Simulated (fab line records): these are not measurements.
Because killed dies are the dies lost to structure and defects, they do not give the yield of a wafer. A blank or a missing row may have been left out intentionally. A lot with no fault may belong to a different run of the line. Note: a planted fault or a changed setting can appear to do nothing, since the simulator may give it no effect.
fab line records | flow sky130
record lots=13 wafers=39 lastDay=50
route steps=708 shown VT_ADJUST_HVTR@141 SONOS_ONO@171 RES_PROTECT@215 POLY_GATE@223 PAD_OPEN@708
lots with no fault: from the same line, run without faults
startH: the number of hours between the record's first day and the start of the first shown wafer of the lot | waitH: hours since the lot's step before | " unchanged from the row above | L1.1+2: a single row standing in for several wafers | - no value, or no start given | * or withheld: withheld | < > ~ a bound
route shown NAME@n: NAME is a module with steps in the file, n the number in the route of the first one | usual: mean/standard deviation taken from wafers without a fault | same: alike in all rows | chamber/n: place in a boat | sites: per-site readings | _std_site: their standard deviation | _edge_site: inner sites' mean taken away from outer sites' mean | radiusMm: for every site, how far away it sits from the centre of the wafer | mask NAME#n: copy n | behind: the last tool/chamber to shape the wafer | hold: what put the lot on hold/how long, in hours/how the hold closed | device: names the non-switching transistor (n, p or np) | end of line: at the end of the route, the tests of the same wafers | for a step that has no rows: nothing shown but its recipe | killed: dies that structure and defects cost at the first sort, which is not the same as the wafer's yield | map: dies across one wafer; x = killed, . = not, _ = none there
set.NAME: the setting the step ran with; set.NAME@STEP: the setting that earlier step ran with | model.NAME: the simulator's own value behind a step, which no gauge read
a sample of lots followed through the steps of the route, with each step as a table and each wafer as a row
services: the hour from which a tool's chamber was out of use, counted from the record's first day as startH (under 0 if before that day), plus the number of hours and why
## steps
# step SKY_VT_ADJUST_HVTR_STRIP_10
# recipe chemistry=O2/N2 powerW=1400 pressureMtorr=1500 platenTempC=withheld o2FlowSccm=3000 n2FlowSccm=300 overashFraction=0.5
# usual drypumpMotorCurrentA=5.83/0.29 oesProductAu=0.716/0.0048 stripTimeToEndpointS=14.18/0.041
# same overashFraction=0.5
# columns lot.wafer tool chamber startH waitH drypumpMotorCurrentA oesProductAu rfHoursCounterH stripTimeToEndpointS
L686.4 plasmaAsher-03 0 203.52 0.1 6.13 0.715 - 14.22
L686.5 " 0 " " 6.12 0.718 - 14.21
L686.6 " 1 " " 5.44 0.722 - 14.22
L687.4 plasmaAsher-01 1 211.03 0.1 5.87 0.715 - 14.19
L687.5 " 0 " " 5.61 0.716 - 14.20
L687.6 " 1 " " 5.86 0.713 - 14.19
L696.2 plasmaAsher-01 1 271.06 0.1 5.83 0.722 45 14.19
L696.4 " 1 " " 5.84 0.715 - 14.19
L696.5 " 0 " " 5.60 0.712 - 14.16
L697.1 plasmaAsher-03 1 273.01 0.1 5.43 0.719 59 14.18
L697.4 " 1 " " 5.43 0.721 - 14.15
L697.5 " 0 " " 6.12 0.715 - 14.14
L698.3 plasmaAsher-02 0 299.08 0.1 5.93 0.711 - 14.24
L698.4 " 1 " " 6.25 0.716 - 14.16
L698.6 " 1 " " 6.28 0.718 - 14.18
L700.1 plasmaAsher-01 0 301.51 0.1 5.60 0.716 48 14.12
L700.2 " 1 " " 5.86 0.716 48 14.15
L700.5 " 0 " " 5.60 0.710 - 14.11
L701.4 plasmaAsher-03 0 305.82 0.1 6.12 0.719 - 14.19
L701.5 " 0 " " 6.12 0.718 - 14.20
L701.6 " 1 " " 5.43 0.714 - 14.20
L704.1 plasmaAsher-01 1 345.80 0.1 5.85 0.716 52 14.22
L704.5 " 1 " " 5.87 0.712 - 14.23
L704.6 " 0 " " 5.61 0.712 - 14.22
L705.1 plasmaAsher-01 1 351.84 0.1 5.86 0.708 53 14.19
L705.3 " 1 " " 5.87 0.718 - 14.15
L705.5 " 1 " " 5.87 0.718 - 14.18
L706.1 plasmaAsher-02 1 354.61 0.1 6.27 0.712 67 14.22
L706.2 " 0 " " 5.91 0.715 67 14.15
L706.5 " 0 " " 5.92 0.710 - 14.19
L707.1 plasmaAsher-02 0 375.90 0.1 5.79 0.712 69 14.28
L707.3 " 0 " " 5.88 0.713 - 14.27
L707.6 " 1 " " 6.25 0.713 - 14.26
L708.2 plasmaAsher-03 0 378.34 0.1 6.12 0.702 69 14.20
L708.3 " 1 " " 5.42 0.722 - 14.21
L708.6 " 1 " " 5.42 0.724 - 14.25
L709.1 plasmaAsher-02 1 385.15 0.1 6.30 0.716 70 14.12
L709.2 " 0 " " 5.85 0.711 70 14.18
L709.4 " 1 " " 6.26 0.715 - 14.15
# step SKY_SONOS_ONO_THK_MEAS_03
# recipe reads=Si3N4_of_SONOS_ONO_CVD_02
# usual SONOS_ONO_CVD_02_THK=10.51/0.16
# columns lot.wafer tool chamber startH waitH SONOS_ONO_CVD_02_THK[nm]
L686.4 filmMetro-04 - 257.89 0.0 10.44
L686.5 " - " " 10.46
L686.6 " - " " 10.39
L687.4 filmMetro-04 - 264.42 0.0 10.48
L687.5 " - " " 10.53
L687.6 " - " " 10.48
L697.1 filmMetro-04 - 329.08 0.0 10.74
L697.4 " - " " 10.66
L697.5 " - " " 10.70
L696.2 filmMetro-03 - 329.09 0.0 10.80
L696.4 " - " " 10.80
L696.5 " - " " 10.65
L698.3 filmMetro-03 - 355.52 0.0 10.56
L698.4 " - " " 10.56
L698.6 " - " " 10.61
L700.1 filmMetro-03 - 363.67 0.0 10.63
L700.2 " - " " 10.70
L700.5 " - " " 10.69
L701.4 filmMetro-01 - 365.07 0.1 10.50
L701.5 " - " " 10.46
L701.6 " - " " 10.64
L704.1 filmMetro-03 - 406.04 0.0 10.49
L704.5 " - " " 10.37
L704.6 " - " " 10.49
L705.1 filmMetro-03 - 411.94 0.0 10.52
L705.3 " - " " 10.46
L705.5 " - " " 10.35
L706.1 filmMetro-04 - 415.48 0.0 10.78
L706.2 " - " " 10.63
L706.5 " - " " 10.77
L707.1 filmMetro-03 - 438.38 0.0 10.30
L707.3 " - " " 10.43
L707.6 " - " " 10.29
L708.2 filmMetro-04 - 443.93 0.0 10.64
L708.3 " - " " 10.63
L708.6 " - " " 10.69
L709.1 filmMetro-01 - 450.23 0.0 10.13
L709.2 " - " " 10.24
L709.4 " - " " 10.28
# step SKY_RES_PROTECT_TW_MEAS_08
# usual POLY_GATE_TW=4074/20
# columns lot.wafer tool chamber startH waitH POLY_GATE_TW
L686.4 filmMetro-02 - 341.51 0.1 4094
L686.5 " - " " 4065
L686.6 " - " " 4076
L687.4 filmMetro-03 - 348.28 0.1 4052
L687.5 " - " " 4068
L687.6 " - " " 4066
L696.2 filmMetro-03 - 422.06 0.1 4072
L696.4 " - " " 4072
L696.5 " - " " 4056
L697.1 filmMetro-02 - 422.93 0.1 4076
L697.4 " - " " 4049
L697.5 " - " " 4071
L698.3 filmMetro-03 - 452.35 0.1 4091
L698.4 " - " " 4078
L698.6 " - " " 4071
L700.1 filmMetro-02 - 459.79 0.1 4050
L700.2 " - " " 4087
L700.5 " - " " 4062
L701.4 filmMetro-02 - 462.58 0.1 4073
L701.5 " - " " 4077
L701.6 " - " " 4095
L704.1 filmMetro-03 - 505.18 0.1 4055
L704.5 " - " " 4068
L704.6 " - " " 4055
L705.1 filmMetro-02 - 511.20 0.1 4082
L705.3 " - " " 4093
L705.5 " - " " 4060
L706.1 filmMetro-03 - 514.34 0.1 4040
L706.2 " - " " 4050
L706.5 " - " " 4043
L707.1 filmMetro-03 - 535.78 0.1 4063
L707.3 " - " " 4062
L707.6 " - " " 4059
L708.2 filmMetro-01 - 542.76 0.1 4112
L708.3 " - " " 4093
L708.6 " - " " 4087
L709.1 filmMetro-02 - 549.44 0.1 4069
L709.2 " - " " 4078
L709.4 " - " " 4065
# step SKY_POLY_GATE_SOFTBAKE_09
# recipe tempC=100 timeS=90 resist=KrF-thick
# usual chillPlateTempC=22.99/0.11 exhaustPa=45.0/0.95 heaterPowerTotalW=57.34/0.12 plateTempC=100.01/0.14
# same timeS=90
# columns lot.wafer tool chamber startH waitH chillPlateTempC exhaustPa heaterPowerTotalW plateTempC
L686.4 lithoTrack-02 0 356 - 23.03 45.1 57.37 100.18
L686.5 " 0 " " 22.99 45.6 57.39 100.21
L686.6 " 0 357 - 22.82 45.8 57.47 100.25
L687.4 lithoTrack-01 0 363 - 22.85 44.2 57.33 99.99
L687.5 " 0 " " 22.82 45.1 57.18 99.79
L687.6 " 0 " " 22.77 44.1 57.16 99.99
L696.2 lithoTrack-02 0 439 - 22.94 46.2 55.64 98.25
L696.4 " 0 " " 22.80 45.6 55.70 98.11
L696.5 " 0 " " 23.06 46.4 55.87 97.94
L697.1 lithoTrack-02 0 442 - 22.95 46.5 55.85 98.00
L697.4 " 0 " " 23.11 44.5 55.72 98.15
L697.5 " 0 " " 22.88 45.2 55.77 98.21
L698.3 lithoTrack-01 0 468 - 23.04 44.1 57.26 99.85
L698.4 " 0 " " 23.02 44.4 57.47 99.83
L698.6 " 0 " " 22.95 44.1 57.11 99.91
L700.1 lithoTrack-01 0 476 - 23.02 45.7 57.34 100.03
L700.2 " 0 " " 22.99 44.6 57.43 99.94
L700.5 " 0 " " 23.14 45.3 57.43 100.03
L701.4 lithoTrack-01 0 480 - 23.06 45.8 57.42 99.98
L701.5 " 0 " " 23.01 46.3 57.41 99.85
L701.6 " 0 " " 23.05 46.1 57.62 99.83
L704.1 lithoTrack-01 0 521 - 22.92 43.9 57.31 99.96
L704.5 " 0 " " 22.98 45.4 57.18 100.03
L704.6 " 0 " " 23.01 44.3 57.24 100.09
L705.1 lithoTrack-03 0 526 - 22.99 44.0 57.25 100.02
L705.3 " 0 " " 23.01 45.8 57.23 100.07
L705.5 " 0 " " 22.83 44.2 57.40 99.84
L706.1 lithoTrack-01 0 531 - 23.06 44.3 57.46 99.72
L706.2 " 0 " " 22.80 44.1 57.16 99.93
L706.5 " 0 " " 22.87 44.9 57.28 99.86
L707.1 lithoTrack-03 0 551 - 22.96 45.2 57.50 99.94
L707.3 " 0 " " 23.02 46.6 57.16 99.97
L707.6 " 0 " " 22.95 45.5 57.27 99.77
L708.2 lithoTrack-01 0 557 - 22.77 45.1 57.59 100.13
L708.3 " 0 " " 22.83 45.1 57.48 99.90
L708.6 " 0 558 - 22.99 45.0 57.22 100.01
L709.1 lithoTrack-01 0 565 - 22.87 44.9 57.24 100.15
L709.2 " 0 " " 22.84 43.9 57.37 99.98
L709.4 " 0 " " 22.79 44.3 57.19 100.19
# step SKY_PAD_OPEN_PROBE_99
# usual killed_at_M0_to_M3=43/6.4 killed_at_M4_up=3.1/2 killedAtContacts=24/5.2 killedAtFrontEnd=15/4.3 killedAtOther=0.2/0.48 killedDies=85/9.7 killedOpen=47/6.9 killedShort=38/6.7
# same grossDies=492 killedAtBackSide=0
# columns lot.wafer tool chamber startH waitH killed_at_M0_to_M3 killed_at_M4_up killedAtContacts killedAtFrontEnd killedAtOther killedDies killedOpen killedShort
L686.4 prober-01 - 1081.21 0.2 40 0 23 20 0 83 41 42
L686.5 prober-01 - 1081.26 0.2 39 8 15 10 0 72 38 34
L686.6 prober-01 - 1081.31 0.2 35 4 30 10 0 79 43 36
L687.4 prober-01 - 1088.57 0.2 44 3 30 9 0 86 49 37
L687.5 prober-01 - 1088.62 0.2 49 2 25 17 0 93 48 45
L687.6 prober-01 - 1088.67 0.2 47 6 23 16 1 93 50 43
L696.2 prober-01 - 1141.71 0.1 36 4 24 18 0 82 39 43
L696.4 prober-01 - 1141.81 0.2 40 3 17 12 0 72 38 34
L696.5 prober-01 - 1141.86 0.2 46 0 22 24 2 94 48 46
L697.1 prober-01 - 1144.25 0.1 43 2 23 19 0 87 54 33
L697.4 prober-01 - 1144.40 0.2 53 5 23 20 0 101 59 42
L697.5 prober-01 - 1144.45 0.2 29 3 26 20 0 78 40 38
L698.3 prober-02 - 1158.04 0.2 42 8 24 17 0 91 45 46
L698.4 prober-02 - 1158.09 0.2 52 3 18 14 2 89 50 39
L698.6 prober-02 - 1158.19 0.2 57 5 19 11 0 92 55 37
L700.1 prober-02 - 1163.83 0.1 45 4 13 16 1 79 46 33
L700.2 prober-02 - 1163.88 0.1 46 0 25 13 0 84 49 35
L700.5 prober-02 - 1164.03 0.2 47 5 15 24 0 91 53 38
L701.4 prober-01 - 1165.69 0.2 61 2 29 17 1 110 56 54
L701.5 prober-01 - 1165.74 0.2 34 0 20 18 0 72 40 32
L701.6 prober-01 - 1165.79 0.2 46 4 23 19 0 92 60 32
L704.1 prober-02 - 1187.96 0.1 38 1 23 10 0 72 38 34
L704.5 prober-02 - 1188.16 0.2 53 1 24 15 1 94 47 47
L704.6 prober-02 - 1188.21 0.2 36 4 27 13 0 80 52 28
L705.1 prober-01 - 1190.10 0.1 48 2 16 23 1 90 44 46
L705.3 prober-01 - 1190.20 0.2 36 1 19 9 0 65 41 24
L705.5 prober-01 - 1190.30 0.2 55 2 21 10 0 88 62 26
L706.1 prober-02 - 1192.05 0.1 35 6 13 13 0 67 40 27
L706.2 prober-02 - 1192.10 0.1 54 1 23 9 0 87 55 32
L706.5 prober-02 - 1192.25 0.2 35 2 20 15 0 72 39 33
L707.1 prober-01 - 1204.53 0.1 48 3 30 14 0 95 60 35
L707.3 prober-01 - 1204.63 0.2 43 5 25 8 0 81 44 37
L707.6 prober-01 - 1204.78 0.2 38 2 24 12 0 76 33 43
L708.2 prober-02 - 1207.41 0.1 45 5 26 20 0 96 52 44
L708.3 prober-02 - 1207.46 0.2 36 2 26 11 0 75 40 35
L708.6 prober-02 - 1207.61 0.2 36 2 29 19 0 86 46 40
L709.1 prober-02 - 1211.56 0.1 35 3 16 10 0 64 35 29
L709.2 prober-02 - 1211.61 0.1 41 1 26 13 0 81 50 31
L709.4 prober-02 - 1211.71 0.2 41 1 32 11 0 85 50 35
# killed by level:class
L686.4 LOCAL_INTERCONNECT:geometricParticle:short=8 METAL1:geometricParticle:short=8 LI_CONTACT:geometricParticle:open=7 VIA2:geometricParticle:open=7 FIELD_ISO:geometricParticle:open=5 POLY_GATE:geometricParticle:short=5 VIA1:geometricParticle:open=5 VIA3:geometricParticle:open=5
L686.5 VIA1:geometricParticle:open=9 VIA1:geometricParticle:short=7 METAL4:geometricParticle:short=6 VIA3:geometricParticle:open=5 VIA2:geometricParticle:open=5 FIELD_ISO:geometricParticle:open=4 CONTACT:geometricParticle:open=4 LI_CONTACT:geometricParticle:short=3
L686.6 VIA1:geometricParticle:open=11 CONTACT:geometricParticle:open=7 LI_CONTACT:geometricParticle:open=6 LOCAL_INTERCONNECT:geometricParticle:short=6 POLY_GATE:geometricParticle:open=5 LI_CONTACT:geometricParticle:short=5 CONTACT:geometricParticle:short=5 METAL2:geometricParticle:short=4
L687.4 VIA1:geometricParticle:open=10 LI_CONTACT:geometricParticle:open=9 CONTACT:geometricParticle:open=9 VIA2:geometricParticle:open=9 CONTACT:geometricParticle:short=8 METAL2:geometricParticle:short=7 VIA3:geometricParticle:open=5 POLY_GATE:geometricParticle:short=4
L687.5 VIA1:geometricParticle:open=14 CONTACT:geometricParticle:open=11 VIA3:geometricParticle:open=9 METAL2:geometricParticle:short=6 VIA3:geometricParticle:short=6 POLY_CUT:geometricParticle:short=5 CONTACT:geometricParticle:short=5 FIELD_ISO:geometricParticle:open=4
L687.6 VIA1:geometricParticle:open=13 CONTACT:geometricParticle:open=8 VIA1:geometricParticle:short=7 POLY_GATE:geometricParticle:short=5 CONTACT:geometricParticle:short=5 LI_CONTACT:geometricParticle:open=5 VIA2:geometricParticle:open=5 POLY_GATE:geometricParticle:open=4
L696.2 LI_CONTACT:geometricParticle:open=8 VIA3:geometricParticle:open=7 VIA1:geometricParticle:short=6 CONTACT:geometricParticle:open=6 VIA1:geometricParticle:open=6 FIELD_ISO:geometricParticle:short=5 LOCAL_INTERCONNECT:geometricParticle:short=5 CONTACT:geometricParticle:short=5
L696.4 VIA3:geometricParticle:open=8 CONTACT:geometricParticle:open=7 METAL1:geometricParticle:short=6 VIA1:geometricParticle:open=6 FIELD_ISO:geometricParticle:open=4 LI_CONTACT:geometricParticle:open=4 VIA1:geometricParticle:short=4 VIA2:geometricParticle:open=4
L696.5 VIA1:geometricParticle:open=14 FIELD_ISO:geometricParticle:short=9 CONTACT:geometricParticle:short=7 POLY_GATE:geometricParticle:open=6 METAL2:geometricParticle:short=6 CONTACT:geometricParticle:open=6 LI_CONTACT:geometricParticle:open=5 VIA2:geometricParticle:open=4
L697.1 VIA1:geometricParticle:open=11 CONTACT:geometricParticle:open=8 LI_CONTACT:geometricParticle:open=7 VIA2:geometricParticle:short=7 POLY_GATE:geometricParticle:open=6 METAL2:geometricParticle:short=6 VIA2:geometricParticle:open=6 VIA3:geometricParticle:open=5
L697.4 VIA1:geometricParticle:open=11 CONTACT:geometricParticle:open=10 VIA2:geometricParticle:open=10 VIA3:geometricParticle:open=8 VIA1:geometricParticle:short=7 LI_CONTACT:geometricParticle:short=6 FIELD_ISO:geometricParticle:short=5 METAL1:geometricParticle:open=5
L697.5 LI_CONTACT:geometricParticle:open=9 FIELD_ISO:geometricParticle:short=7 CONTACT:geometricParticle:open=6 LOCAL_INTERCONNECT:geometricParticle:short=5 VIA1:geometricParticle:open=5 VIA3:geometricParticle:open=5 POLY_GATE:geometricParticle:short=4 VIA1:geometricParticle:short=4
L698.3 CONTACT:geometricParticle:open=11 VIA1:geometricParticle:open=10 METAL4:geometricParticle:short=7 LI_CONTACT:geometricParticle:open=6 POLY_GATE:geometricParticle:short=5 METAL2:geometricParticle:short=5 VIA2:geometricParticle:open=5 POLY_GATE:geometricParticle:open=4
L698.4 VIA1:geometricParticle:open=14 VIA2:geometricParticle:open=8 LI_CONTACT:geometricParticle:open=7 METAL1:geometricParticle:short=5 METAL2:geometricParticle:short=5 VIA2:geometricParticle:short=5 FIELD_ISO:geometricParticle:short=4 CONTACT:geometricParticle:open=4
L698.6 VIA1:geometricParticle:open=18 VIA2:geometricParticle:open=13 CONTACT:geometricParticle:open=9 VIA1:geometricParticle:short=6 METAL2:geometricParticle:short=5 METAL4:geometricParticle:short=5 LI_CONTACT:geometricParticle:short=4 FIELD_ISO:geometricParticle:open=3
L700.1 VIA2:geometricParticle:open=10 VIA3:geometricParticle:open=7 METAL2:geometricParticle:short=6 FIELD_ISO:geometricParticle:short=5 POLY_GATE:geometricParticle:open=5 LI_CONTACT:geometricParticle:open=4 SPACER:geometricParticle:open=4 CONTACT:geometricParticle:open=4
L700.2 VIA2:geometricParticle:open=11 VIA1:geometricParticle:open=10 CONTACT:geometricParticle:open=9 METAL1:geometricParticle:short=7 LI_CONTACT:geometricParticle:open=6 FIELD_ISO:geometricParticle:open=4 LI_CONTACT:geometricParticle:short=4 CONTACT:geometricParticle:short=4
L700.5 VIA3:geometricParticle:open=10 VIA2:geometricParticle:open=10 VIA1:geometricParticle:open=8 FIELD_ISO:geometricParticle:open=6 METAL1:geometricParticle:short=6 FIELD_ISO:geometricParticle:short=5 POLY_GATE:geometricParticle:open=4 LI_CONTACT:geometricParticle:open=4
L701.4 VIA3:geometricParticle:open=11 VIA1:geometricParticle:open=11 LOCAL_INTERCONNECT:geometricParticle:short=9 VIA3:geometricParticle:short=8 CONTACT:geometricParticle:open=7 METAL3:geometricParticle:short=6 CONTACT:geometricParticle:short=6 FIELD_ISO:geometricParticle:open=5
L701.5 VIA1:geometricParticle:open=8 LI_CONTACT:geometricParticle:open=7 FIELD_ISO:geometricParticle:open=6 POLY_GATE:geometricParticle:short=6 METAL2:geometricParticle:short=6 METAL2:geometricParticle:open=5 LOCAL_INTERCONNECT:geometricParticle:short=4 CONTACT:geometricParticle:open=4
L701.6 VIA1:geometricParticle:open=14 CONTACT:geometricParticle:open=10 VIA2:geometricParticle:open=9 LI_CONTACT:geometricParticle:open=8 VIA3:geometricParticle:open=7 FIELD_ISO:geometricParticle:short=6 FIELD_ISO:geometricParticle:open=4 LOCAL_INTERCONNECT:geometricParticle:short=4
L704.1 VIA1:geometricParticle:open=10 VIA3:geometricParticle:open=8 CONTACT:geometricParticle:open=7 FIELD_ISO:geometricParticle:short=5 METAL1:geometricParticle:short=5 LI_CONTACT:geometricParticle:open=5 METAL2:geometricParticle:short=4 LOCAL_INTERCONNECT:geometricParticle:short=4
L704.5 VIA1:geometricParticle:open=13 METAL2:geometricParticle:short=13 LOCAL_INTERCONNECT:geometricParticle:short=9 VIA2:geometricParticle:open=7 FIELD_ISO:geometricParticle:short=5 CONTACT:geometricParticle:open=5 CONTACT:geometricParticle:short=4 VIA3:geometricParticle:open=4
L704.6 CONTACT:geometricParticle:open=11 VIA1:geometricParticle:open=10 LI_CONTACT:geometricParticle:open=7 VIA2:geometricParticle:open=7 VIA3:geometricParticle:short=5 POLY_GATE:geometricParticle:open=4 FIELD_ISO:geometricParticle:short=3 FIELD_ISO:geometricParticle:open=3
L705.1 VIA1:geometricParticle:short=10 VIA1:geometricParticle:open=9 VIA2:geometricParticle:open=8 FIELD_ISO:geometricParticle:open=7 METAL2:geometricParticle:short=7 VIA3:geometricParticle:open=6 POLY_GATE:geometricParticle:short=5 CONTACT:geometricParticle:open=5
L705.3 VIA1:geometricParticle:open=16 CONTACT:geometricParticle:short=7 CONTACT:geometricParticle:open=6 VIA3:geometricParticle:open=6 LI_CONTACT:geometricParticle:open=4 VIA1:geometricParticle:short=4 METAL2:geometricParticle:short=4 FIELD_ISO:geometricParticle:open=3
L705.5 VIA1:geometricParticle:open=18 CONTACT:geometricParticle:open=12 VIA2:geometricParticle:open=10 VIA3:geometricParticle:open=8 VIA1:geometricParticle:short=7 METAL1:geometricParticle:short=5 LI_CONTACT:geometricParticle:open=4 FIELD_ISO:geometricParticle:open=3
L706.1 VIA1:geometricParticle:open=10 FIELD_ISO:geometricParticle:open=5 LI_CONTACT:geometricParticle:open=5 CONTACT:geometricParticle:open=4 VIA1:geometricParticle:short=4 METAL2:geometricParticle:short=4 VIA3:geometricParticle:open=4 METAL3:geometricParticle:short=3
L706.2 VIA1:geometricParticle:open=10 VIA2:geometricParticle:open=10 VIA3:geometricParticle:open=8 METAL1:geometricParticle:short=6 METAL2:geometricParticle:short=6 LI_CONTACT:geometricParticle:open=5 CONTACT:geometricParticle:open=5 CONTACT:geometricParticle:short=5
L706.5 CONTACT:geometricParticle:open=9 FIELD_ISO:geometricParticle:open=6 VIA3:geometricParticle:open=5 POLY_GATE:geometricParticle:open=5 VIA2:geometricParticle:open=5 VIA2:geometricParticle:short=5 LOCAL_INTERCONNECT:geometricParticle:short=4 METAL1:geometricParticle:short=4
L707.1 LI_CONTACT:geometricParticle:open=12 VIA1:geometricParticle:open=11 CONTACT:geometricParticle:open=9 VIA2:geometricParticle:open=9 CONTACT:geometricParticle:short=8 POLY_GATE:geometricParticle:open=5 VIA1:geometricParticle:short=5 POLY_GATE:geometricParticle:short=4
L707.3 VIA1:geometricParticle:open=12 CONTACT:geometricParticle:open=9 CONTACT:geometricParticle:short=7 VIA2:geometricParticle:open=6 VIA2:geometricParticle:short=4 METAL3:geometricParticle:short=4 VIA3:geometricParticle:open=4 METAL4:geometricParticle:short=4
L707.6 VIA1:geometricParticle:open=10 LI_CONTACT:geometricParticle:open=8 CONTACT:geometricParticle:short=7 VIA2:geometricParticle:short=6 LOCAL_INTERCONNECT:geometricParticle:short=5 METAL2:geometricParticle:short=5 POLY_GATE:geometricParticle:short=4 METAL1:geometricParticle:short=4
L708.2 VIA1:geometricParticle:open=10 LI_CONTACT:geometricParticle:open=8 CONTACT:geometricParticle:open=7 LOCAL_INTERCONNECT:geometricParticle:short=6 VIA3:geometricParticle:open=6 VIA2:geometricParticle:open=6 VIA3:geometricParticle:short=6 POLY_GATE:geometricParticle:short=5
L708.3 VIA1:geometricParticle:open=8 LI_CONTACT:geometricParticle:open=8 CONTACT:geometricParticle:open=7 CONTACT:geometricParticle:short=5 VIA1:geometricParticle:short=5 VIA3:geometricParticle:open=5 FIELD_ISO:geometricParticle:short=4 LOCAL_INTERCONNECT:geometricParticle:short=4
L708.6 CONTACT:geometricParticle:open=13 VIA2:geometricParticle:open=8 VIA1:geometricParticle:short=7 VIA1:geometricParticle:open=6 POLY_GATE:geometricParticle:short=5 LI_CONTACT:geometricParticle:open=5 CONTACT:geometricParticle:short=5 VIA3:geometricParticle:open=5
L709.1 VIA1:geometricParticle:open=11 VIA2:geometricParticle:short=8 CONTACT:geometricParticle:open=5 LI_CONTACT:geometricParticle:short=4 FIELD_ISO:geometricParticle:open=3 CONTACT:geometricParticle:short=3 METAL1:geometricParticle:short=3 VIA2:geometricParticle:open=3
L709.2 CONTACT:geometricParticle:open=12 VIA1:geometricParticle:open=9 LI_CONTACT:geometricParticle:open=6 VIA2:geometricParticle:open=6 METAL1:geometricParticle:short=5 METAL2:geometricParticle:short=4 FIELD_ISO:geometricParticle:open=4 VIA3:geometricParticle:open=4
L709.4 CONTACT:geometricParticle:open=15 LI_CONTACT:geometricParticle:open=8 VIA3:geometricParticle:open=8 METAL2:geometricParticle:short=7 CONTACT:geometricParticle:short=5 METAL1:geometricParticle:short=5 VIA1:geometricParticle:open=5 VIA2:geometricParticle:open=5
## services
# columns tool chamber startH hours kind
plasmaAsher-01 - 285.07 5.1 repair
plasmaAsher-03 - 318.52 3.3 repair
plasmaAsher-01 - 353.43 2.8 pm
plasmaAsher-03 - 421.25 9.0 pm
plasmaAsher-03 0 421.25 9.0 ventCycle
plasmaAsher-03 1 421.25 9.0 ventCycle
plasmaAsher-01 - 423.40 14.6 pm
plasmaAsher-03 0 430.25 - clean
plasmaAsher-03 1 430.25 - clean
plasmaAsher-01 - 455.26 1.8 repair
plasmaAsher-03 - 509.29 15.6 pm
plasmaAsher-01 - 562.90 8.4 repair
## key
firstSign step=SKY_POLY_GATE_SOFTBAKE_09 reading=plateTempC direction=down sigmas=13 usual=* struck=*
effect step=SKY_POLY_GATE_SOFTBAKE_09 reading=heaterPowerTotalW direction=down sigmas=13 usual=* struck=*
metAt SKY_POLY_GATE_SOFTBAKE_09
struckLots L696,L697
testerLeftOut L696,L697
notActingAt SKY_VT_ADJUST_HVTR_STRIP_10,SKY_SONOS_ONO_THK_MEAS_03,SKY_RES_PROTECT_TW_MEAS_08
onsetBetween 356 439
fault kind=processParameterDrift tool=lithoTrack-02 chamber=- onsetH=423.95 steps=SKY_POLY_GATE_SOFTBAKE_09 channel=tempC offset=* shape=step endH=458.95 actsIn=* stated=*
# testerLeftOut: of these lots the tester's yield and bins aren't shown, on N5 and GAA mostly nor the transistor test; their killed dies are dies lost to structure and defects alone, not to doping, threshold or leakage, so they don't give the yield
